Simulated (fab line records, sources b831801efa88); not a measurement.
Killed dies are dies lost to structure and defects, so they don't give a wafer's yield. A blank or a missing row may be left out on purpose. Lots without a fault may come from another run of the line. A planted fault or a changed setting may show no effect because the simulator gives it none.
Which tool did it? | flow gf180mcu | 13 lots, 39 wafers sampled, at 3 steps of a route of 602

WHAT THE GAUGES READ, wafer by wafer
GF_STI_THK_MEAS_22. Usual: STI_OXIDATION_01_THK 15.00 nm, standard deviation 0.24.
lot  | measured    | on            | STI_OXIDATION_01_THK (nm) | flag
L968 | day 2 02:28 | film_metro-04 | 15.02 15.14 15.19         |
L969 | day 2 08:38 | film_metro-03 | 15.24 15.05 15.43         |
L971 | day 2 18:26 | film_metro-02 | 14.85 14.91 14.93         |
L973 | day 3 06:21 | film_metro-04 | 14.66 14.39 14.79         |
L975 | day 3 16:26 | film_metro-04 | 14.91 15.08 15.13         |
L978 | day 4 07:04 | film_metro-03 | 15.19 15.11 15.28         |
L979 | day 4 12:06 | film_metro-02 | 15.11 15.29 15.18         |
L980 | day 4 18:25 | film_metro-02 | 14.83 14.98 14.87         |
L987 | day 6 05:46 | film_metro-04 | 15.10 14.96 14.66         |
L988 | day 6 12:11 | film_metro-03 | 14.92 15.20 14.95         |
L989 | day 6 17:38 | film_metro-03 | 14.81 14.88 15.21         |
L990 | day 6 21:26 | film_metro-03 | 14.51 14.33 14.43         |
L991 | day 7 02:25 | film_metro-03 | 15.12 14.90 14.94         |

GF_HV_LDD_OVL_MEAS_08. Usual: HV_LDD_OVL -1.1 nm, standard deviation 1.3.
lot  | measured     | on         | HV_LDD_OVL (nm) | flag
L968 | day 10 02:14 | overlay-01 | -0.6 -2.7 -0.7  |
L969 | day 10 07:29 | overlay-02 | -0.7 -2.4 -2.0  |
L971 | day 10 21:17 | overlay-02 | 0.4 1.0 1.8     |
L973 | day 11 14:31 | overlay-02 | -3.5 -0.8 -3.2  |
L975 | day 12 05:56 | overlay-02 | -2.2 -2.8 -2.4  |
L978 | day 13 02:00 | overlay-02 | 0.4 1.4 1.3     |
L979 | day 13 13:05 | overlay-01 | -2.9 1.0 -1.0   |
L980 | day 13 20:13 | overlay-02 | -0.3 -1.1 0.6   |
L987 | day 16 01:16 | overlay-01 | -3.1 -1.3 -1.8  |
L988 | day 16 07:20 | overlay-01 | -0.6 1.7 -0.5   |
L989 | day 16 16:07 | overlay-02 | -2.6 -1.7 -3.5  |
L990 | day 16 21:35 | overlay-01 | -0.1 -1.7 0.7   |
L991 | day 17 06:43 | overlay-01 | -0.4 0.3 -0.1   |

WHICH TOOL RAN EACH LOT (tool, then ch and the chambers of the sampled wafers, then the start)
lot  | GF_POLY_GATE_ETCH_13
L968 | rie_si-01 ch 1,2, day 9 06:18
L969 | rie_si-01 ch 0,2,3, day 9 11:47
L971 | rie_si-02 ch 1,3, day 10 00:58
L973 | rie_si-01 ch 0,1,2, day 10 18:18
L975 | rie_si-02 ch 0,2,3, day 11 08:48
L978 | rie_si-01 ch 1,3, day 12 04:23
L979 | rie_si-02 ch 0,1,3, day 12 15:31
L980 | rie_si-02 ch 0,2, day 12 22:05
L987 | rie_si-01 ch 2,3, day 15 00:50
L988 | rie_si-01 ch 0,2,3, day 15 07:38
L989 | rie_si-02 ch 1,2,3, day 15 14:29
L990 | rie_si-02 ch 1,2,3, day 15 20:44
L991 | rie_si-01 ch 0,2,3, day 16 06:04
- GF_POLY_GATE_ETCH_13: etches poly-Si in HBr/Cl2, stops on SiO2, target depth 198.5 nm, time 69.6 s.

WHAT THE TOOLS THEMSELVES READ (means of the sampled wafers that have a number; where no wafer has one, the mark that the record gives instead)
GF_POLY_GATE_ETCH_13. Usual: drypump_motor_current_A 5.7 A, standard deviation 0.44; oes_product_au 0.989 a.u., standard deviation 0.0072; run_length_s 98.1 s, standard deviation 0.5; throttle_valve_pct 33.685 %, standard deviation 0.0089.
lot  | tool      | drypump_motor_current_A (A) | oes_product_au (a.u.) | run_length_s (s) | throttle_valve_pct (%) | flag
L968 | rie_si-01 | 5.7                         | 0.983                 | 98.1             | 33.691                 |
L969 | rie_si-01 | 5.8                         | 0.997                 | 98.3             | 33.690                 |
L971 | rie_si-02 | 5.3                         | 0.986                 | 97.6             | 33.690                 |
L973 | rie_si-01 | 5.8                         | 0.992                 | 98.3             | 33.685                 |
L975 | rie_si-02 | 5.9                         | 0.986                 | 98.3             | 33.679                 |
L978 | rie_si-01 | 5.3                         | 0.995                 | 98.6             | 33.681                 |
L979 | rie_si-02 | 5.6                         | 0.895                 | 110.3            | 33.685                 | OFF
L980 | rie_si-02 | 6.2                         | 0.892                 | 111.0            | 33.681                 | OFF
L987 | rie_si-01 | 5.6                         | 0.982                 | 98.6             | 33.689                 |
L988 | rie_si-01 | 5.8                         | 0.995                 | 98.3             | 33.688                 |
L989 | rie_si-02 | 5.5                         | 0.995                 | 97.6             | 33.688                 |
L990 | rie_si-02 | 5.5                         | 0.979                 | 97.8             | 33.682                 |
L991 | rie_si-01 | 5.8                         | 0.988                 | 98.7             | 33.690                 |

THE ANSWER, worked out from the rows above alone
Rule: a lot is off if the mean of its wafers that have a number lies more than 3 standard deviations from the usual mean. A lot without any number at a reading at which 4 lots or more have one is off too. The other lots that the step has rows for count as sound. The gauges are gone through in route order, then the tools' own readings, and for those a lot's mean is taken as printed above. The first step at which some lot is off is used, and at that step the reading that is off furthest; a lot without a number counts as furthest.
Off: L979, L980, at GF_POLY_GATE_ETCH_13 (run_length_s).
A tool fits if, at that step or a process step before it, it ran every lot that is off, and no sound lot after the first of them. None of those tried fits.

WHAT THE SIMULATOR HAD PUT IN
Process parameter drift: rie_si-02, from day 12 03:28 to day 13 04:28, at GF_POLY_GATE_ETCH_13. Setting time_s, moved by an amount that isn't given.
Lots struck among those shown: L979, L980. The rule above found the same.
